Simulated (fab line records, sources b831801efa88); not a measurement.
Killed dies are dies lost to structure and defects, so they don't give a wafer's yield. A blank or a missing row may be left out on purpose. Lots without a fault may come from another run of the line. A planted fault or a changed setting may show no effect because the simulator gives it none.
One fault seen from 2 desks | flow sky130 | each desk has only its own numbers; what lay behind them comes last

THE TOOL OWNER'S DESK: implanter-01
The tool's own readings at SKY_LDD_N_IMPLANT_12: means of the sampled wafers that have a number, for each lot that ran on this tool. A lot is out of limits, marked OUT, if its mean lies more than 4 standard deviations from the usual mean; the brackets give that distance.
Columns: A = beam_on_s at SKY_LDD_N_IMPLANT_12, usual 10.00 s; B = end_station_pressure_torr at SKY_LDD_N_IMPLANT_12, usual 5.02e-06 Torr; C = faraday_current_uA at SKY_LDD_N_IMPLANT_12, usual 28.2; D = rotation_deg at SKY_LDD_N_IMPLANT_12, usual -0.001 degrees
lot  | first seen here | A               | B        | C               | D
L591 | day 18 10:50    | 9.88            | 5.36e-06 | 28.6            | -0.034
L594 | day 19 10:15    | 9.87            | 4.89e-06 | 28.6            | -0.005
L598 | day 21 06:20    | 12.18 (+12) OUT | 5.21e-06 | 23.9 (-8.5) OUT | 0.000
L599 | day 21 17:11    | 12.04 (+11) OUT | 4.97e-06 | 24.4 (-7.5) OUT | -0.013
L601 | day 22 10:02    | 11.96 (+11) OUT | 5.12e-06 | 24.1 (-7.9) OUT | -0.007
This desk's finding: out of limits on L598, L599, L601; first on L598, day 21 06:20 (beam_on_s at SKY_LDD_N_IMPLANT_12). In limits: L591, L594.

THE METROLOGY DESK
What the gauges read, lot by lot, whatever tool the lot ran on: means of the sampled wafers that have a number. A lot is out of limits, marked OUT, if its mean lies more than 4 standard deviations from the usual mean; the brackets give that distance.
Columns: A = GATE_OXIDE_OXIDATION_00_THK at SKY_GATE_OXIDE_THK_MEAS_02, usual 10.27 nm; B = cd_nm at SKY_POLY_GATE_CD_MEAS_13, usual 150.3 nm; C = PASSIVATION_CVD_02_THK at SKY_PASSIVATION_THK_MEAS_03, usual 541 nm
lot  | first seen here | A     | B     | C
L591 | day 13 12:46    | 10.15 | 148.2 | 543
L592 | day 13 21:03    | 10.48 | 149.9 | 551
L594 | day 14 08:50    | 9.98  | 148.9 | 538
L598 | day 15 23:46    | 10.29 | 148.9 | 544
L599 | day 16 05:12    | 10.22 | 149.5 | 537
L601 | day 17 00:33    | 10.27 | 152.2 | 528
L604 | day 17 15:08    | 10.23 | 151.3 | 547
L605 | day 17 21:34    | 10.12 | 152.5 | 544
L606 | day 18 07:23    | 10.35 | 150.6 | 530
L610 | day 19 17:20    | 10.21 | 151.9 | 539
L612 | day 20 08:29    | 10.36 | 150.5 | 537
This desk's finding: nothing out of limits on any of the 11 lots.

PUT TOGETHER
The tool owner's desk could have raised an alarm at day 21 06:20, on L598, L599, L601.
The metrology desk saw nothing out of limits.
The metrology desk has L598, L599, L601 on record, within its limits.
Of the lots named, all ran SKY_LDD_N_IMPLANT_12 on implanter-01.

WHAT THE SIMULATOR HAD PUT IN
Process parameter drift: implanter-01, from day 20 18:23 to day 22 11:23, at SKY_LDD_N_IMPLANT_12. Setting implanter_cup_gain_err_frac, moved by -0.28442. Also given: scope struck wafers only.
Lots struck among those shown: L598, L599, L601.
Hours from the fault's start to each desk's first reading out of limits: the tool owner's desk, 12.
